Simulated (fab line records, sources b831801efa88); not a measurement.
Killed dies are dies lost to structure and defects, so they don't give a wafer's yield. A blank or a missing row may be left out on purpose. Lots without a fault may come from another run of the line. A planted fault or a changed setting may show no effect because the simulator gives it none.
A struck lot beside a sound one | flow sky130 | 23 steps out of a route of 708
Sound: wafers L429.2, L429.3, L429.6. Struck: wafers L442.1, L442.3, L442.4. The cause comes at the end.
At each step with rows: each side's tool, then ch and its chambers, then its first start. Under that, the readings that differ: sound wafers | struck wafers | difference of the means | sigmas: that difference in standard deviations of wafers without a fault.
alike: readings whose means differ by less than 2 such deviations, and words and numbers that are the same on both sides. not compared: withheld readings, readings that some wafer has no value for, bounds like >300 that may hide the same value, and numbers for which the record gives no deviation and whose values overlap.
The two part at a step that has a row with sigmas, a row that says differs or no value, or rows on one side only. Numbers that don't overlap but have no deviation are shown without sigmas and don't part them. A reading that every wafer of one side lacks parts them only if that side has two wafers or more.

SKY_CONTACT_THK_MEAS_26: measures by xrf.
  sound on film_metro-02, day 34 05:32; struck on film_metro-02, day 38 04:47
  alike: CONTACT_W_THK
then, 2 steps without rows for these wafers: SKY_CONTACT_CMP_27 (polishes, stops on SiO2, t overpolish 15 s, target thk 0 nm); SKY_METAL1_SPUTTER_00 (material Ti, target thk 15 nm, time 10 s).
SKY_METAL1_SPUTTER_01: material TiN, target thk 20 nm, time 16.7 s.
  sound on pvd_sputter-02, day 34 06:04; struck on pvd_sputter-04, day 38 05:10
  alike: throttle_valve_pct
SKY_METAL1_SPUTTER_02: material AlCu, target thk 250 nm, time 13.3 s.
  sound on pvd_sputter-02, day 34 06:06; struck on pvd_sputter-04, day 38 05:12
  alike: throttle_valve_pct
SKY_METAL1_SPUTTER_03: material Ti, target thk 5 nm, time 3.3 s.
  sound on pvd_sputter-02, day 34 06:07; struck on pvd_sputter-04, day 38 05:13
  alike: throttle_valve_pct
then, 1 step without rows for these wafers: SKY_METAL1_SPUTTER_04 (material TiN, target thk 70 nm, time 58.3 s).
SKY_METAL1_RS_MEAS_05: measures by four-point-probe.
  sound on film_metro-01, day 34 06:13; struck on film_metro-02, day 38 05:17
  alike: METAL1_ALCU_RS
SKY_METAL1_THK_MEAS_06: measures by xrf.
  sound on film_metro-01, day 34 06:19; struck on film_metro-02, day 38 05:25
  alike: METAL1_ALCU_THK
then, 3 steps without rows for these wafers: SKY_METAL1_DEHYDRATE_07 (time 60 s); SKY_METAL1_HMDS_08 (prime time 60 s); SKY_METAL1_COAT_09 (resist thk 60 nm).
SKY_METAL1_COAT_10: resist thk 450 nm.
  sound on litho_track-02 ch 0, day 34 18:00; struck on litho_track-01 ch 0, day 38 18:00
  reading                                       | sound                | struck               | difference | sigmas
  spin_speed_rpm (rpm)                          | 2998.9 3001.7 3000.7 | 3073.8 3069.3 3069.1 | +70.3      | +37
  model.KrF-thick_of_METAL1_COAT_10.thk_nm (nm) | 449.4 450.3 450.3    | 444.1 443.6 443.6    | -6.2       |
then, 4 steps without rows for these wafers: SKY_METAL1_SOFTBAKE_11 (time 90 s); SKY_METAL1_EXPOSE_12 (exposes mask MM1, target cd 140 nm); SKY_METAL1_PEB_13; SKY_METAL1_DEVELOP_14 (develop time 60 s).
SKY_METAL1_CD_MEAS_15: target cd 140 nm.
  sound on cd_sem-02, day 35 09:01; struck on cd_sem-02, day 39 07:17
  alike: cd_nm
SKY_METAL1_OVL_MEAS_16:
  sound on overlay-01, day 35 09:08; struck on overlay-02, day 39 07:24
  alike: METAL1_OVL
SKY_METAL1_DESCUM_17: chemistry O2, time 8 s.
  sound on rie_metal-04 ch 0,1, day 35 09:10; struck on rie_metal-02 ch 0,1, day 39 07:26
  reading               | sound             | struck            | difference | sigmas
  oes_product_au (a.u.) | 0.989 0.981 0.980 | 1.005 0.995 1.011 | +0.020     | +2
  alike: drypump_motor_current_A
  not compared: rf_hours_counter_h
SKY_METAL1_ETCH_18: etches BARC in N2/H2, stops on SiO2, time 45.9 s, target depth 60 nm.
  sound on rie_metal-04 ch 0,1, day 35 09:11; struck on rie_metal-02 ch 0,1, day 39 07:28
  reading                                       | sound           | struck            | difference | sigmas
  model.KrF-thick_of_METAL1_COAT_10.thk_nm (nm) | 391.8 394 394.2 | 386.1 386.4 385.9 | -7.2       |
  alike: drypump_motor_current_A, h2_flow_sccm, oes_product_au, throttle_valve_pct
  not compared: rf_hours_counter_h
SKY_METAL1_METAL_ETCH_19: etches the open film in Cl2/BCl3, stops on SiO2, target depth 360 nm, time 78 s.
  sound on rie_metal-04 ch 0,1, day 35 09:15; struck on rie_metal-02 ch 0,1, day 39 07:32
  alike: drypump_motor_current_A, oes_product_au, throttle_valve_pct
  not compared: rf_hours_counter_h
SKY_PAD_OPEN_PROBE_99:
  the record has rows for the sound wafers here (prober-01, day 47 20:29) and none for the struck ones

WHERE THEY PART
First at SKY_METAL1_COAT_10; last, within this record, at SKY_PAD_OPEN_PROBE_99.

WHY: what the simulator had put in
Process parameter drift: litho_track-01, from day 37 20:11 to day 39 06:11, at SKY_METAL1_COAT_10. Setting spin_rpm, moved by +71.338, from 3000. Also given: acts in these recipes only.
